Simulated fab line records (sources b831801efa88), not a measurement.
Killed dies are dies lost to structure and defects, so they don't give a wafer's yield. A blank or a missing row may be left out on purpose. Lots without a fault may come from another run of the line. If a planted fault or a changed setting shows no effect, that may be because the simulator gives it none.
fab line records    flow sfqLine
record lots=6  wafers=18  lastDay=92
route steps=325 shown I1@77 M2@88 I2@103 M3@118 M8@325
lots with no fault: from the same line, run without faults
startH: hours from the record's opening day to when the first of the lot's shown wafers began    waitH: time in hours since the lot's previous step    " unchanged from the row above    L1.1+2: several wafers, shown together as one row    - either no value or no given start    * or withheld: withheld    < > ~ a bound
route shown NAME@n: NAME is a module with steps in the file, n the number in the route of the first one    usual: the fault-free wafers' mean and standard deviation    same: alike in all rows    chamber/n: place in a boat    sites: each site's reading    _std_site: their standard deviation    _edge_site: mean of outer sites minus mean of inner sites    radiusMm: for every site, how far away it sits from the centre of the wafer    mask NAME#n: copy n    behind: the most recent tool/chamber to have shaped the wafer    hold: why the lot went on hold/how many hours it stayed there/how the hold came to an end    device: which transistor (n, p or np) failed to switch    end of line: the tests these same wafers got at the end of their route    where a step has no rows: the recipe by itself    killed: not the wafer's yield, but the dies lost to structure and defects at the first sort    map: per-die view of a wafer (x killed, . not killed, _ where there is no die)
set.NAME: the setting the step ran with; set.NAME@STEP: the setting that earlier step ran with    model.NAME: the simulator's own value behind a step, which no gauge read
lots seen at some steps along the route; tables by step, rows by wafer
services: the hour from which a tool's chamber was out of use, counted from the record's first day as startH (under 0 if before that day), plus the number of hours and why
## steps
# step SFQ_TRILAYER_I1_VIA_LITHO_COAT_054
# recipe resist=BARC  spinRpm=3000  resistThkNm=62
# step SFQ_TRILAYER_I1_VIA_LITHO_COAT_049
# recipe resist=KrF  spinRpm=3000  resistThkNm=650
# step SFQ_TRILAYER_I1_VIA_LITHO_SOFTBAKE_053
# recipe tempC=withheld  timeS=withheld  resist=KrF
# step SFQ_TRILAYER_I1_VIA_LITHO_EXPOSE_050
# recipe maskId=I1  na=0.6  sourceShape=conventional  sigmaOuter=0.65  targetCdNm=500  doseMj=21.3
# step SFQ_TRILAYER_I1_VIA_LITHO_PEB_052
# recipe pebTempC=115  pebTimeS=60  resist=KrF
# step SFQ_TRILAYER_I1_VIA_LITHO_DEVELOP_051
# recipe timeS=60  resist=KrF
# step SFQ_I1_OVL_MEAS_913
# usual I1_OVL=1/5.5
lot.wafer  tool        chamber  startH  waitH  I1_OVL[nm]
L648.2     overlay-01  -        653.11  0.1    -1
L648.5     "           -        "       "      5
L648.6     "           -        "       "      2
L656.1     overlay-01  -        747.03  0.1    6
L656.5     "           -        "       "      4
L656.6     "           -        "       "      1
L660.3     overlay-02  -        761.44  0.1    -6
L660.5     "           -        "       "      -9
L660.6     "           -        "       "      -5
L662.1     overlay-02  -        765.03  0.1    -5
L662.4     "           -        "       "      8
L662.6     "           -        "       "      -2
L666.1     overlay-02  -        772.74  0.1    10
L666.2     "           -        "       "      3
L666.3     "           -        "       "      13
L668.4     overlay-02  -        776.35  0.1    2
L668.5     "           -        "       "      7
L668.6     "           -        "       "      1
# step SFQ_TRILAYER_I1_VIA_BARC_OPEN_VIA_ETCH_071
# recipe maskMaterial=PR  chemistry=O2  targetDepthNm=125  target=BARC  sourceW=500  biasW=80  pressureMtorr=30  timeS=41.7
# usual drypumpMotorCurrentA=5.8/0.5  oesProductAu=0.684/0.0048
lot.wafer  tool        chamber  startH  waitH  drypumpMotorCurrentA  oesProductAu  rfHoursCounterH
L648.2     rieDiel-04  3        653.14  0.0    6.4                   0.680         1
L648.5     "           3        "       "      6.4                   0.679         -
L648.6     "           0        "       "      5.9                   0.686         -
L656.1     rieDiel-04  2        747.06  0.0    5.4                   0.684         13
L656.5     "           3        "       "      6.4                   0.689         -
L656.6     "           2        "       "      5.3                   0.686         -
L660.3     rieDiel-01  0        761.46  0.0    5.8                   0.677         12
L660.5     "           2        "       "      5.1                   0.685         -
L660.6     "           1        "       "      6.2                   0.696         -
L662.1     rieDiel-01  2        765.06  0.0    5.1                   0.683         9
L662.4     "           1        "       "      6.2                   0.681         4
L662.6     "           1        "       "      6.2                   0.684         -
L666.1     rieDiel-03  0        772.77  0.0    5.7                   0.688         1
L666.2     "           1        "       "      5.7                   0.677         17
L666.3     "           3        "       "      4.9                   0.680         9
L668.4     rieDiel-04  2        776.37  0.0    5.4                   0.685         13
L668.5     "           0        "       "      5.8                   0.682         -
L668.6     "           3        "       "      6.3                   0.680         -
# step SFQ_TRILAYER_I1_VIA_ETCH_VIA_ETCH_052
# recipe target=SiO2  stopOn=Nb  maskMaterial=PR  taperDeg=20  chemistry=CHF3  targetDepthNm=260  sourceW=500  biasW=80  pressureMtorr=30  timeS=withheld
# step SFQ_TRILAYER_I1_VIA_STRIP_STRIP_053
# recipe gas=O2  powerW=200  platenTempC=40  overashFraction=0.65  chemistry=O2  pressureMtorr=50
# usual drypumpMotorCurrentA=6.1/0.37  oesProductAu=1.002/0.0075  platenTempC=40.01/0.1
lot.wafer  tool         chamber  startH  waitH  drypumpMotorCurrentA  oesProductAu  platenTempC  rfHoursCounterH
L648.2     rieMetal-04  0        653.30  -      5.7                   1.017         39.96        27
L648.5     "            1        "       "      6.3                   1.010         39.96        -
L648.6     "            0        "       "      5.6                   1.019         40.14        -
L656.1     rieMetal-01  1        747.22  -      5.9                   0.994         40.19        26
L656.5     "            0        "       "      5.7                   1.004         39.87        -
L656.6     "            1        "       "      5.9                   1.005         39.88        -
L660.3     rieMetal-01  0        761.82  -      5.8                   0.997         39.88        -
L660.5     "            1        "       "      5.9                   0.996         40.13        -
L660.6     "            0        "       "      5.8                   0.994         40.13        -
L662.1     rieMetal-01  1        765.22  -      5.9                   0.996         39.84        27
L662.4     "            0        "       "      5.8                   1.001         39.93        -
L662.6     "            1        "       "      5.9                   0.995         39.86        -
L666.1     rieMetal-01  1        772.92  -      5.9                   0.990         39.95        28
L666.2     "            0        "       "      5.8                   0.994         39.98        86
L666.3     "            0        "       "      5.8                   0.990         40.15        -
L668.4     rieMetal-04  1        776.72  -      6.2                   0.997         40.03        -
L668.5     "            1        "       "      6.2                   1.006         40.11        -
L668.6     "            0        "       "      5.7                   0.993         40.16        -
# step SFQ_TRILAYER_I1_VIA_STRIP_SOLV_CLEAN_054
# recipe chemistry=NMP  tempC=70  timeS=600
# step SFQ_TRILAYER_M2_DEP_PRE_CLEAN_056
# recipe gas=Ar  timeS=22.5  biasV=250
# step SFQ_TRILAYER_M2_DEP_SPUTTER_055
# recipe material=Nb  basePressurePa=1.33e-06  chamberPressurePa=0.1333  substrateTempC=20  resputterCathodeVoltageV=400  targetThkNm=200  powerW=2000  timeS=133.3
# usual cathodeDcPowerW=2000.0/0.38  chamberPressurePa=0.13329/0.00027  resputterCathodeVoltageV=400/3.5  throttleValvePct=29.9/0.88
lot.wafer  tool           chamber  startH  waitH  cathodeDcPowerW  chamberPressurePa  resputterCathodeVoltageV  throttleValvePct  model.Nb_of_TRILAYER_M2_DEP_SPUTTER_055.thkNm
L648.2     pvdSputter-05  -        654.12  0.0    2000.3           0.13331            405                       30.2              195.8
L648.5     "              -        "       "      1999.9           0.13395            394                       31.0              197.3
L648.6     "              -        "       "      2000.2           0.13351            399                       30.6              196.9
L656.1     pvdSputter-03  -        748.02  0.0    2000.5           0.13345            398                       29.8              200.2
L656.5     "              -        "       "      1999.5           0.13302            397                       30.5              200.3
L656.6     "              -        "       "      1999.8           0.13331            402                       30.0              200.6
L660.3     pvdSputter-03  -        762.42  0.0    1588.3           0.13327            406                       29.5              159.2
L660.5     "              -        "       "      1587.9           0.1336             397                       28.0              157.7
L660.6     "              -        "       "      1588.4           0.13339            406                       29.4              159.7
L662.1     pvdSputter-03  -        766.02  0.0    1588.2           0.13285            399                       30.1              156.5
L662.4     "              -        "       "      1587.8           0.13296            398                       29.6              158.3
L662.6     "              -        "       "      1588.0           0.13362            401                       30.4              158
L666.1     pvdSputter-05  -        773.73  0.0    2000.2           0.13315            397                       30.8              198.1
L666.2     "              -        "       "      2000.1           0.13346            404                       29.8              199.3
L666.3     "              -        "       "      1999.9           0.1334             407                       30.5              200.3
L668.4     pvdSputter-05  -        777.37  0.0    2000.3           0.13321            399                       30.0              197.3
L668.5     "              -        "       "      2000.0           0.13371            401                       30.6              197.9
L668.6     "              -        "       "      2000.4           0.13352            401                       31.2              199
# step SFQ_M2_RS_MEAS_914
# recipe thkMeasGauge=four-point-probe  reads=Nb_of_TRILAYER_M2_DEP_SPUTTER_055
# usual M2_NB_RS=0.892/0.009
lot.wafer  tool          chamber  startH  waitH  M2_NB_RS[ohm/sq]
L648.2     filmMetro-03  -        654.23  0.1    0.907
L648.5     "             -        "       "      0.899
L648.6     "             -        "       "      0.904
L656.1     filmMetro-01  -        748.11  0.0    0.889
L656.5     "             -        "       "      0.886
L656.6     "             -        "       "      0.887
L660.3     filmMetro-03  -        762.55  0.1    1.121
L660.5     "             -        "       "      1.131
L660.6     "             -        "       "      1.119
L662.1     filmMetro-01  -        766.11  0.0    1.140
L662.4     "             -        "       "      1.128
L662.6     "             -        "       "      1.129
L666.1     filmMetro-01  -        773.82  0.0    0.899
L666.2     "             -        "       "      0.895
L666.3     "             -        "       "      0.888
L668.4     filmMetro-01  -        777.48  0.1    0.900
L668.5     "             -        "       "      0.900
L668.6     "             -        "       "      0.895
# step SFQ_TRILAYER_M2_LITHO_COAT_062
# recipe resist=BARC  spinRpm=3000  resistThkNm=62
# step SFQ_TRILAYER_M2_LITHO_COAT_057
# recipe resist=KrF  spinRpm=3000  resistThkNm=600
# step SFQ_TRILAYER_M2_LITHO_SOFTBAKE_061
# recipe tempC=withheld  timeS=withheld  resist=KrF
# step SFQ_TRILAYER_M2_LITHO_EXPOSE_058
# recipe maskId=M2  na=0.6  sourceShape=conventional  sigmaOuter=0.65  targetCdNm=500  doseMj=14.4
# step SFQ_TRILAYER_M2_LITHO_PEB_060
# recipe pebTempC=115  pebTimeS=60  resist=KrF
# step SFQ_TRILAYER_M2_LITHO_DEVELOP_059
# recipe timeS=60  resist=KrF
# step SFQ_M2_OVL_MEAS_916
# usual M2_OVL=3/5.6
lot.wafer  tool        chamber  startH  waitH  M2_OVL[nm]
L648.2     overlay-01  -        656.64  0.1    2
L648.5     "           -        "       "      1
L648.6     "           -        "       "      6
L656.1     overlay-02  -        887.63  0.1    10
L656.5     "           -        "       "      6
L656.6     "           -        "       "      14
L660.3     overlay-01  -        902.05  0.1    -2
L660.5     "           -        "       "      -1
L660.6     "           -        "       "      0
L662.1     overlay-02  -        906.83  0.1    -4
L662.4     "           -        "       "      2
L662.6     "           -        "       "      3
L666.1     overlay-01  -        920.03  0.1    12
L666.2     "           -        "       "      8
L666.3     "           -        "       "      5
L668.4     overlay-02  -        923.65  0.1    -2
L668.5     "           -        "       "      1
L668.6     "           -        "       "      3
# step SFQ_TRILAYER_M2_BARC_OPEN_METAL_ETCH_077
# recipe maskMaterial=PR  chemistry=O2  targetDepthNm=125  target=BARC  icpW=600  biasW=80  pressureMtorr=10  timeS=41.7
# usual drypumpMotorCurrentA=6.1/0.45  oesProductAu=0.685/0.005
lot.wafer  tool         chamber  startH  waitH  drypumpMotorCurrentA  oesProductAu  rfHoursCounterH
L648.2     rieMetal-03  1        656.67  0.0    6.3                   0.680         82
L648.5     "            1        "       "      6.3                   0.686         -
L648.6     "            0        "       "      5.4                   0.678         -
L656.1     rieMetal-02  0        887.67  0.0    6.4                   0.687         53
L656.5     "            0        "       "      6.4                   0.689         -
L656.6     "            1        "       "      6.8                   0.688         -
L660.3     rieMetal-04  1        902.09  0.0    6.2                   0.683         -
L660.5     "            1        "       "      6.2                   0.681         -
L660.6     "            0        "       "      5.7                   0.682         -
L662.1     rieMetal-03  0        906.87  0.0    5.4                   0.680         16
L662.4     "            0        "       "      5.4                   0.693         -
L662.6     "            0        "       "      5.5                   0.687         -
L666.1     rieMetal-04  1        920.07  0.0    6.2                   0.684         22
L666.2     "            0        "       "      5.7                   0.687         62
L666.3     "            1        "       "      6.2                   0.687         -
L668.4     rieMetal-04  0        923.69  0.0    5.7                   0.689         -
L668.5     "            1        "       "      6.3                   0.676         -
L668.6     "            0        "       "      5.7                   0.682         -
# step SFQ_TRILAYER_M2_ETCH_METAL_ETCH_060
# recipe target=Nb  stopOn=SiO2  maskMaterial=PR  chemistry=Cl2/Ar  targetDepthNm=240  icpW=600  biasW=80  pressureMtorr=10  timeS=120
# usual drypumpMotorCurrentA=6.1/0.45  oesProductAu=0.893/0.0068
lot.wafer  tool         chamber  startH  waitH  drypumpMotorCurrentA  oesProductAu  rfHoursCounterH
L648.2     rieMetal-03  1        656.73  0.0    6.3                   0.882         82
L648.5     "            1        "       "      6.3                   0.886         -
L648.6     "            0        "       "      5.4                   0.885         -
L656.1     rieMetal-02  0        887.73  0.0    6.4                   0.901         53
L656.5     "            0        "       "      6.4                   0.897         -
L656.6     "            1        "       "      6.8                   0.899         -
L660.3     rieMetal-04  1        902.17  0.1    6.3                   0.791         -
L660.5     "            1        "       "      6.3                   0.789         -
L660.6     "            0        "       "      5.7                   0.796         -
L662.1     rieMetal-03  0        906.93  0.0    5.5                   0.783         16
L662.4     "            0        "       "      5.4                   0.782         -
L662.6     "            0        "       "      5.4                   0.789         -
L666.1     rieMetal-04  1        920.13  0.0    6.3                   0.889         22
L666.2     "            0        "       "      5.7                   0.884         62
L666.3     "            1        "       "      6.3                   0.899         -
L668.4     rieMetal-04  0        923.77  0.1    5.7                   0.892         -
L668.5     "            1        "       "      6.3                   0.883         -
L668.6     "            0        "       "      5.7                   0.894         -
# step SFQ_TRILAYER_M2_STRIP_STRIP_061
# recipe gas=O2  powerW=200  platenTempC=40  overashFraction=0.65  chemistry=O2  pressureMtorr=50
# step SFQ_TRILAYER_M2_STRIP_SOLV_CLEAN_062
# recipe chemistry=NMP  tempC=70  timeS=600
# step SFQ_TRILAYER_I2_DEP_PECVD_063
# recipe material=SiO2  tempC=150  timeS=111.11  pressureTorr=2.4  rfW=183.3  precursor=SiH4/N2O  targetThkNm=500
# step SFQ_TRILAYER_I2_CMP_CMP_064
# recipe material=SiO2  downForcePsi=3  platenRpm=60  padVelocityMS=0.94248
# step SFQ_I2_BOW_MEAS_917
# recipe mode=bow
# usual I2_BOW=3/7.5
lot.wafer  tool          chamber  startH  waitH  I2_BOW[um]
L648.2     filmMetro-03  -        674.24  1.5    -2
L648.5     "             -        "       "      5
L648.6     "             -        "       "      7
L656.1     filmMetro-03  -        892.31  1.0    -3
L656.5     "             -        "       "      3
L656.6     "             -        "       "      -8
L660.3     filmMetro-03  -        906.16  1.5    3
L660.5     "             -        "       "      3
L660.6     "             -        "       "      -10
L662.1     filmMetro-03  -        910.91  2.0    5
L662.4     "             -        "       "      -4
L662.6     "             -        "       "      -2
L666.1     filmMetro-04  -        928.32  1.0    10
L666.2     "             -        "       "      -2
L666.3     "             -        "       "      3
L668.4     filmMetro-02  -        931.38  2.1    -2
L668.5     "             -        "       "      6
L668.6     "             -        "       "      2
# step SFQ_TRILAYER_I2_METRO_MEASURE_065
# usual thkNm=199.9/0.94
lot.wafer  tool          chamber  startH  waitH  thkNm
L648.2     filmMetro-03  -        674.54  0.3    200.5
L648.5     "             -        "       "      201.6
L648.6     "             -        "       "      202.0
L656.1     filmMetro-03  -        892.43  0.1    198.8
L656.5     "             -        "       "      199.0
L656.6     "             -        "       "      200.0
L660.3     filmMetro-03  -        906.64  0.5    198.9
L660.5     "             -        "       "      199.4
L660.6     "             -        "       "      199.8
L662.1     filmMetro-03  -        911.03  0.1    199.2
L662.4     "             -        "       "      200.5
L662.6     "             -        "       "      200.8
L666.1     filmMetro-04  -        928.44  0.1    199.8
L666.2     "             -        "       "      198.6
L666.3     "             -        "       "      200.9
L668.4     filmMetro-02  -        932.04  0.6    199.6
L668.5     "             -        "       "      199.3
L668.6     "             -        "       "      199.9
# step SFQ_TRILAYER_I2_VIA_LITHO_COAT_072
# recipe resist=BARC  spinRpm=3000  resistThkNm=62
# step SFQ_TRILAYER_I2_VIA_LITHO_COAT_067
# recipe resist=KrF  spinRpm=3000  resistThkNm=650
# step SFQ_TRILAYER_I2_VIA_LITHO_SOFTBAKE_071
# recipe tempC=withheld  timeS=withheld  resist=KrF
# step SFQ_TRILAYER_I2_VIA_LITHO_EXPOSE_068
# recipe maskId=I2  na=0.6  sourceShape=conventional  sigmaOuter=0.65  targetCdNm=500  doseMj=21.3
# step SFQ_TRILAYER_I2_VIA_LITHO_PEB_070
# recipe pebTempC=115  pebTimeS=60  resist=KrF
# step SFQ_TRILAYER_I2_VIA_LITHO_DEVELOP_069
# recipe timeS=60  resist=KrF
# step SFQ_I2_OVL_MEAS_918
# usual I2_OVL=-1/5.6
lot.wafer  tool        chamber  startH   waitH  I2_OVL[nm]
L648.2     overlay-02  -        686.03   0.1    5
L648.5     "           -        "        "      7
L648.6     "           -        "        "      4
L656.1     overlay-02  -        1032.99  0.1    4
L656.5     "           -        "        "      3
L656.6     "           -        "        "      -9
L660.3     overlay-01  -        1047.63  0.1    -15
L660.5     "           -        "        "      -8
L660.6     "           -        "        "      -10
L662.1     overlay-02  -        1053.62  0.1    -7
L662.4     "           -        "        "      -10
L662.6     "           -        "        "      4
L666.1     overlay-02  -        1067.89  0.1    10
L666.2     "           -        "        "      1
L666.3     "           -        "        "      6
L668.4     overlay-02  -        1072.71  0.1    1
L668.5     "           -        "        "      0
L668.6     "           -        "        "      9
# step SFQ_TRILAYER_I2_VIA_BARC_OPEN_VIA_ETCH_096
# recipe maskMaterial=PR  chemistry=O2  targetDepthNm=125  target=BARC  sourceW=500  biasW=80  pressureMtorr=30  timeS=41.7
# usual drypumpMotorCurrentA=6.0/0.38  oesProductAu=0.685/0.0048
lot.wafer  tool        chamber  startH   waitH  drypumpMotorCurrentA  oesProductAu  rfHoursCounterH
L648.2     rieDiel-01  3        686.06   0.0    6.6                   0.688         17
L648.5     "           0        "        "      5.8                   0.689         -
L648.6     "           1        "        "      6.2                   0.685         -
L656.1     rieDiel-01  0        1033.03  0.0    5.8                   0.684         17
L656.5     "           0        "        "      5.8                   0.680         -
L656.6     "           1        "        "      6.2                   0.683         -
L660.3     rieDiel-02  2        1047.65  0.0    5.6                   0.678         3
L660.5     "           3        "        "      6.1                   0.694         -
L660.6     "           2        "        "      5.6                   0.685         -
L662.1     rieDiel-04  3        1053.65  0.0    6.4                   0.677         5
L662.4     "           0        "        "      5.8                   0.685         -
L662.6     "           3        "        "      6.4                   0.686         -
L666.1     rieDiel-01  3        1067.93  0.0    6.6                   0.678         1
L666.2     "           1        "        "      6.2                   0.685         9
L666.3     "           0        "        "      5.8                   0.689         18
L668.4     rieDiel-02  0        1072.75  0.0    6.2                   0.675         -
L668.5     "           1        "        "      5.8                   0.679         -
L668.6     "           3        "        "      6.1                   0.674         -
# step SFQ_TRILAYER_I2_VIA_ETCH_VIA_ETCH_070
# recipe target=SiO2  stopOn=Nb  maskMaterial=PR  taperDeg=20  chemistry=CHF3  targetDepthNm=260  sourceW=500  biasW=80  pressureMtorr=30  timeS=withheld
# step SFQ_TRILAYER_I2_VIA_STRIP_STRIP_071
# recipe gas=O2  powerW=200  platenTempC=40  overashFraction=0.65  chemistry=O2  pressureMtorr=50
# step SFQ_TRILAYER_I2_VIA_STRIP_SOLV_CLEAN_072
# recipe chemistry=NMP  tempC=70  timeS=600
# step SFQ_TRILAYER_M3_DEP_PRE_CLEAN_074
# recipe gas=Ar  timeS=22.5  biasV=250
# step SFQ_M8_BOW_MEAS_951
# recipe mode=bow
# usual M8_BOW=8/12
lot.wafer  tool          chamber  startH   waitH  M8_BOW[um]  model.etest.m2.ohmUm  model.etest.i1.linkOhm  model.etest.m2.ohmSq  model.etest.i2.linkOhm
L648.2     filmMetro-03  -        2055.30  0.0    -2          1.818                 1.994                   0.9087                1.977
L648.5     "             -        "        "      6           1.804                 1.982                   0.9019                1.976
L648.6     "             -        "        "      7           1.803                 1.981                   0.9036                1.984
L656.1     filmMetro-03  -        2140.19  0.0    -1          1.782                 1.958                   0.889                 1.972
L656.5     "             -        "        "      7           1.774                 1.953                   0.8883                1.959
L656.6     "             -        "        "      -5          1.773                 1.956                   0.8871                1.973
L660.3     filmMetro-03  -        2154.65  0.0    -3          2.235                 2.241                   1.118                 2.196
L660.5     "             -        "        "      -2          2.259                 2.266                   1.128                 2.206
L660.6     "             -        "        "      -16         2.232                 2.248                   1.115                 2.201
L662.1     filmMetro-02  -        2165.41  0.0    -3          2.277                 2.259                   1.137                 2.214
L662.4     "             -        "        "      -10         2.252                 2.247                   1.124                 2.212
L662.6     "             -        "        "      -9          2.256                 2.252                   1.126                 2.216
L666.1     filmMetro-03  -        2208.72  0.0    29          1.794                 1.984                   0.8983                1.964
L666.2     "             -        "        "      15          1.785                 1.968                   0.8928                1.969
L666.3     "             -        "        "      19          1.773                 1.96                    0.8885                1.97
L668.4     filmMetro-04  -        2214.27  0.1    -3          1.803                 1.974                   0.9017                1.98
L668.5     "             -        "        "      4           1.802                 1.958                   0.8991                1.97
L668.6     "             -        "        "      0           1.79                  1.959                   0.8942                1.97
## services
tool          chamber  startH   hours  kind
rieMetal-03   0        640.01   8.3    repair
rieMetal-01   -        643.83   0.9    repair
rieMetal-01   -        651.89   2.8    pm
filmMetro-03  -        662.29   1.5    pm
rieDiel-01    3        676.91   5.2    repair
rieMetal-04   0        677.21   5.1    repair
filmMetro-03  -        678.62   0.6    pm
rieDiel-01    0        687.56   1.5    repair
filmMetro-03  -        699.95   2.6    pm
rieDiel-01    3        702.94   11.7   repair
filmMetro-03  -        730.22   0.8    pm
filmMetro-03  -        767.26   2.1    pm
rieMetal-01   -        768.65   0.5    repair
rieDiel-04    -        773.53   0.3    repair
rieDiel-04    -        792.19   2.8    pm
rieMetal-04   0        800.68   15.5   repair
rieDiel-04    0        873.06   1.5    repair
rieDiel-04    2        886.74   3.8    repair
rieMetal-03   1        900.67   1.8    repair
filmMetro-03  -        907.44   0.7    pm
rieDiel-01    -        925.61   2.8    pm
rieMetal-04   0        954.06   2.3    repair
rieDiel-01    2        1008.99  132.0  repair
rieDiel-01    -        1043.32  0.7    repair
## key
firstSign step=SFQ_TRILAYER_M2_DEP_SPUTTER_055  reading=cathodeDcPowerW  direction=down  sigmas=99+  usual=2000.0  struck=1588.1
effect step=SFQ_M2_RS_MEAS_914  reading=M2_NB_RS  direction=up  sigmas=26  usual=0.892  struck=1.128
effect step=SFQ_TRILAYER_M2_ETCH_METAL_ETCH_060  reading=oesProductAu  direction=down  sigmas=15  usual=0.893  struck=0.788
modelEffect step=SFQ_TRILAYER_M2_DEP_SPUTTER_055  value=Nb_of_TRILAYER_M2_DEP_SPUTTER_055.thkNm  without=199.4  struck=158.2
modelEffect step=SFQ_M8_BOW_MEAS_951  value=etest.m2.ohmUm  without=1.786  struck=2.252
metAt SFQ_TRILAYER_M2_DEP_SPUTTER_055
struckWafers L660.3,L660.5,L660.6,L662.1,L662.4,L662.6
onsetBetween 748.02 762.42
fault kind=processParameterDrift  tool=pvdSputter-03  chamber=-  onsetH=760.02  steps=SFQ_TRILAYER_M2_DEP_SPUTTER_055  channel=powerW  offset=-412.06  shape=step  endH=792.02  actsIn=theseRecipesOnly  stated=2000
